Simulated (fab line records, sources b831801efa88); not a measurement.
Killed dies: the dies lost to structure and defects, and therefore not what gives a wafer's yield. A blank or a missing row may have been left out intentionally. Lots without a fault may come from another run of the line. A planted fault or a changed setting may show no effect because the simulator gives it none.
The tool behind it: which one?	flow gf180mcu	12 lots (36 wafers sampled), 1 step of a 602-step route

WHAT THE GAUGES SHOWED, per wafer
GF_CONTACT_BOW_MEAS_05.
lot	measured	on	CONTACT_BOW (um)
L075	day 15 13:16	film_metro-03	52 63 69
L077	day 16 07:00	film_metro-03	76 62 76
L079	day 16 23:34	film_metro-04	60 63 57
L081	day 17 13:50	film_metro-01	50 73 69
L083	day 18 11:18	film_metro-01	76 69 75
L085	day 19 02:04	film_metro-03	57 63 70
L087	day 20 06:00	film_metro-04	74 68 76
L089	day 20 12:42	film_metro-01	74 67 71
L091	day 21 11:43	film_metro-04	64 67 63
L093	day 22 01:29	film_metro-04	64 65 65
L095	day 22 18:37	film_metro-01	74 61 65
L097	day 23 07:13	film_metro-04	76 66 62

TOOL THAT RAN EACH LOT (tool first, then ch and the chambers of the sampled wafers, then the start)
Record: no process step prior to these readings.

THE ANSWER, worked out from the rows above alone
Rule: the usual values come from the lots themselves. The widest of any qualifying gaps counts: lots, ordered by their means at a reading, are off when they make up no more than a third of the lots, leave a main group of 4 or more, and stand apart from it by 3 or more times the standard deviation of that group's means. If all means in a main group match to the digits the tables above print for the reading, that group is not used. A lot without any number at a reading at which 4 lots or more have one is off too. The other lots that the step has rows for count as sound.
Across all readings shown, no lot is off: no conclusion can be drawn from this.

WHAT HAD BEEN PUT IN BY THE SIMULATOR
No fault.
